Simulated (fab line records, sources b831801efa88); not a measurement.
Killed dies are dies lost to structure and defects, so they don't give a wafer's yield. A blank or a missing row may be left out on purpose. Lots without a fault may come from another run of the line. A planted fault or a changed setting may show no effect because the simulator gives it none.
Tool commonality check | flow sky130 | 14 lots, 42 wafers sampled

WHY IT WAS OPENED
At SKY_GATE_OXIDE_TW_MEAS_14 the reading GATE_OXIDE_TW is flagged on 2 of 14 lots. Wafers without a fault read 225.0, standard deviation 0.87.
Rule: a lot is flagged when every wafer of it that has a number lies more than 4 standard deviations from that mean, or none has a number. The other lots count as sound.

lot  | measured     | on            | GATE_OXIDE_TW, wafer by wafer | flag
L840 | day 14 09:13 | film_metro-02 | 226.3 226.0 226.2             |
L841 | day 15 01:01 | film_metro-02 | 225.2 225.8 226.1             |
L842 | day 15 16:10 | film_metro-02 | 225.9 224.3 225.0             |
L843 | day 15 16:47 | film_metro-02 | 225.1 222.5 225.3             |
L844 | day 16 02:02 | film_metro-01 | 225.0 224.3 226.4             |
L846 | day 16 14:17 | film_metro-01 | 224.9 224.8 224.1             |
L847 | day 17 02:31 | film_metro-02 | 224.4 225.0 225.8             |
L848 | day 17 13:31 | film_metro-04 | 228.0 227.1 227.3             |
L851 | day 18 20:01 | film_metro-01 | 225.2 224.2 223.9             |
L854 | day 19 14:25 | film_metro-01 | 202.7 202.6 202.8             | FLAGGED
L855 | day 19 21:22 | film_metro-04 | 202.5 204.0 202.9             | FLAGGED
L860 | day 21 18:58 | film_metro-01 | 223.7 225.6 224.8             |
L859 | day 21 23:55 | film_metro-02 | 224.3 224.4 224.4             |
L862 | day 22 12:37 | film_metro-01 | 224.7 225.7 225.3             |
The numbers of the flagged lots are 202.9 on average: -22.1 against the usual, or -25 standard deviations.

WHICH TOOL RAN EACH LOT
The record holds 1 process step before the reading, out of a route of 708 steps. In each cell: the tool, then ch and the chambers that the sampled wafers went through, then the start.
lot  | flag    | SKY_GATE_OXIDE_IMPLANT_11
L840 |         | implanter-01 ch 0, day 14 08:51
L841 |         | implanter-02 ch 0, day 15 00:41
L842 |         | implanter-01 ch 0, day 15 15:50
L843 |         | implanter-02 ch 0, day 15 16:29
L844 |         | implanter-02 ch 0, day 16 01:41
L846 |         | implanter-02 ch 0, day 16 13:50
L847 |         | implanter-02 ch 0, day 17 02:09
L848 |         | implanter-04 ch 0, day 17 12:53
L851 |         | implanter-04 ch 0, day 18 19:40
L854 | FLAGGED | implanter-04 ch 0, day 19 14:05
L855 | FLAGGED | implanter-04 ch 0, day 19 21:01
L860 |         | implanter-01 ch 0, day 21 18:37
L859 |         | implanter-02 ch 0, day 21 23:34
L862 |         | implanter-01 ch 0, day 22 12:17
What these steps do:
- SKY_GATE_OXIDE_IMPLANT_11
- SKY_GATE_OXIDE_TW_MEAS_14

FLAGGED OVER TOTAL, TOOL BY TOOL (the gauges that took the reading come last)
step                      | tool          | lots run | flagged | share of the flagged lots | sound lots run after its first flagged lot
SKY_GATE_OXIDE_IMPLANT_11 | implanter-01  | 4        | 0       | none                      | -
SKY_GATE_OXIDE_IMPLANT_11 | implanter-02  | 6        | 0       | none                      | -
SKY_GATE_OXIDE_IMPLANT_11 | implanter-04  | 4        | 2       | all                       | 0
SKY_GATE_OXIDE_TW_MEAS_14 | film_metro-01 | 6        | 1       | some                      | 2 (L860,L862)
SKY_GATE_OXIDE_TW_MEAS_14 | film_metro-02 | 6        | 0       | none                      | -
SKY_GATE_OXIDE_TW_MEAS_14 | film_metro-04 | 2        | 1       | some                      | 0

WHAT THE TABLE ALLOWS
1 row of the table ran every flagged lot: implanter-04 at SKY_GATE_OXIDE_IMPLANT_11.
- implanter-04 at SKY_GATE_OXIDE_IMPLANT_11: 2 of its 4 lots flagged. Its last sound lot is L851 (day 18 19:40), its first flagged lot L854 (day 19 14:05): a fault that began between those two fits. Its own readings lie more than 4 standard deviations out on every wafer of the flagged lots: dose_ions_cm2, faraday_current_uA.
One tool is left: implanter-04 at SKY_GATE_OXIDE_IMPLANT_11.

WHAT THE SIMULATOR HAD PUT IN
Process parameter drift: implanter-04, from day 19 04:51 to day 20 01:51, at SKY_GATE_OXIDE_IMPLANT_11. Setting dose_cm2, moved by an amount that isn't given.
Lots struck among those shown: L854, L855. The rule above found the same.
